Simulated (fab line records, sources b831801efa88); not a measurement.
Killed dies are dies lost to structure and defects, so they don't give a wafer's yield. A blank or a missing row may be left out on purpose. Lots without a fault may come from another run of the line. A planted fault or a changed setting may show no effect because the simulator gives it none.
A struck lot beside a sound one | flow sky130 | 35 steps out of a route of 708
Sound: wafers L363.1, L363.3, L363.5. Struck: wafers L373.3, L373.4, L373.5. The cause comes at the end.
At each step with rows: each side's tool, then ch and its chambers, then its first start. Under that, the readings that differ: sound wafers | struck wafers | difference of the means | sigmas: that difference in standard deviations of wafers without a fault.
alike: readings whose means differ by less than 2 such deviations, and words and numbers that are the same on both sides. not compared: withheld readings, readings that some wafer has no value for, bounds like >300 that may hide the same value, and numbers for which the record gives no deviation and whose values overlap.
The two part at a step that has a row with sigmas, a row that says differs or no value, or rows on one side only. Numbers that don't overlap but have no deviation are shown without sigmas and don't part them. A reading that every wafer of one side lacks parts them only if that side has two wafers or more.

SKY_SD_P_CD_MEAS_07: target cd 380 nm.
  sound on cd_sem-01, day 28 11:06; struck on cd_sem-01, day 31 13:26
  alike: cd_nm
SKY_SD_P_OVL_MEAS_08:
  sound on overlay-02, day 28 11:13; struck on overlay-01, day 31 13:32
  alike: SD_P_OVL
then, 1 step without rows for these wafers: SKY_SD_P_IMPLANT_09.
SKY_SD_P_STRIP_10: strips in O2/N2.
  sound on plasma_asher-02 ch 0, day 28 11:25; struck on plasma_asher-03 ch 0,1, day 31 13:44
  alike: drypump_motor_current_A, oes_product_au, strip_time_to_endpoint_s
  not compared: rf_hours_counter_h
SKY_SD_P_TW_MEAS_11:
  sound on film_metro-01, day 28 11:31; struck on film_metro-01, day 31 13:50
  alike: SD_P_TW
then, 7 steps without rows for these wafers: SKY_RES_XHIGH_DEHYDRATE_00 (time 60 s); SKY_RES_XHIGH_HMDS_01 (prime time 60 s); SKY_RES_XHIGH_COAT_02 (resist thk 1140 nm); SKY_RES_XHIGH_SOFTBAKE_03 (time 60 s); SKY_RES_XHIGH_EXPOSE_04 (exposes mask URPM, target cd 1270 nm); SKY_RES_XHIGH_PEB_05; SKY_RES_XHIGH_DEVELOP_06 (develop time 60 s).
SKY_RES_XHIGH_IMPLANT_07:
  sound on implanter-03 ch 0, day 29 16:11; struck on implanter-01 ch 0, day 32 16:15
  alike: faraday_current_uA
SKY_RES_XHIGH_STRIP_08: strips in O2/N2.
  sound on plasma_asher-04 ch 0,1, day 29 16:20; struck on plasma_asher-04 ch 0,1, day 32 16:23
  reading                      | sound             | struck            | difference | sigmas
  oes_product_au (a.u.)        | 0.704 0.711 0.702 | 0.694 0.687 0.686 | -0.017     | -4
  strip_time_to_endpoint_s (s) | 14.29 14.26 14.24 | 15.06 15.15 15.05 | +0.82      | +24
  alike: drypump_motor_current_A
  not compared: rf_hours_counter_h
SKY_RES_XHIGH_TW_MEAS_09:
  sound on film_metro-04, day 29 16:26; struck on film_metro-04, day 32 16:38
  reading      | sound          | struck         | difference | sigmas
  RES_XHIGH_TW | 1635 1644 1642 | 2031 2021 2030 | +387       | +42
then, 7 steps without rows for these wafers: SKY_SD_N_DEHYDRATE_00 (time 60 s); SKY_SD_N_HMDS_01 (prime time 60 s); SKY_SD_N_COAT_02 (resist thk 1140 nm); SKY_SD_N_SOFTBAKE_03 (time 60 s); SKY_SD_N_EXPOSE_04 (exposes mask NSDM, target cd 380 nm); SKY_SD_N_PEB_05; SKY_SD_N_DEVELOP_06 (develop time 60 s).
SKY_SD_N_CD_MEAS_07: target cd 380 nm.
  sound on cd_sem-01, day 30 20:27; struck on cd_sem-02, day 33 18:00
  alike: cd_nm
SKY_SD_N_OVL_MEAS_08:
  sound on overlay-02, day 30 20:34; struck on overlay-01, day 33 18:06
  alike: SD_N_OVL
then, 2 steps without rows for these wafers: SKY_SD_N_IMPLANT_09; SKY_SD_N_IMPLANT_10.
SKY_SD_N_STRIP_11: strips in O2/N2.
  sound on plasma_asher-03 ch 1, day 30 20:55; struck on plasma_asher-03 ch 0,1, day 33 18:27
  alike: drypump_motor_current_A, oes_product_au, strip_time_to_endpoint_s
  not compared: rf_hours_counter_h
SKY_SD_N_TW_MEAS_12:
  sound on film_metro-01, day 30 21:01; struck on film_metro-03, day 33 18:32
  alike: SD_N_TW
then, 1 step without rows for these wafers: SKY_SD_N_CLEAN_13 (cleans in SC1/SC2, time 150 s).
SKY_SD_N_RTA_14: time 2 s.
  sound on rtp_anneal-02 ch 0, day 30 21:07; struck on rtp_anneal-02 ch 0, day 33 18:39
  alike: lamp_power_pct, wafer_temp_C_max
SKY_SD_N_RS_MEAS_16: measures by four-point-probe.
  sound on film_metro-04, day 30 21:17; struck on film_metro-01, day 33 18:51
  alike: SD_N_RS
SKY_SD_N_RS_MEAS_17: measures by four-point-probe.
  sound on film_metro-04, day 30 21:25; struck on film_metro-01, day 33 18:58
  alike: SD_P_RS
SKY_SD_N_RS_MEAS_18: measures by four-point-probe.
  sound on film_metro-04, day 30 21:32; struck on film_metro-01, day 33 19:05
  reading               | sound             | struck            | difference | sigmas
  RES_XHIGH_RS (ohm/sq) | 336.3 334.5 334.8 | 205.2 203.9 205.2 | -130.4     | -99 or more
then, 1 step without rows for these wafers: SKY_SALICIDE_CLEAN_00 (cleans in HF-last, time 30 s).
-- the record jumps here: 16 days lie between the struck wafers' starts before and after (it left off in module SALICIDE and takes up again in module PAD_OPEN, whose first step shown is number 708 of the route) --
SKY_PAD_OPEN_PROBE_99:
  sound on prober-01, day 47 22:17; struck on prober-01, day 49 21:57
  reading                              | sound          | struck            | difference | sigmas
  model.etest.res_xhigh_po.line_ohm_um | 5929 5885 5908 | 1907 1884 1896    | -4012      |
  model.etest.res_xhigh_po.rs_ohm_sq   | 2056 2055 2066 | 663.9 655.4 662.7 | -1398.3    |
  alike: killed_at_M0_to_M3, killed_at_M4_up, killed_at_contacts, killed_at_front_end, killed_at_other, killed_dies, killed_on_rim, killed_open, killed_short

WHERE THEY PART
First at SKY_RES_XHIGH_STRIP_08; last, within this record, at SKY_SD_N_RS_MEAS_18. Later steps at which nothing parts them and some readings are alike: SKY_PAD_OPEN_PROBE_99.

WHY: what the simulator had put in
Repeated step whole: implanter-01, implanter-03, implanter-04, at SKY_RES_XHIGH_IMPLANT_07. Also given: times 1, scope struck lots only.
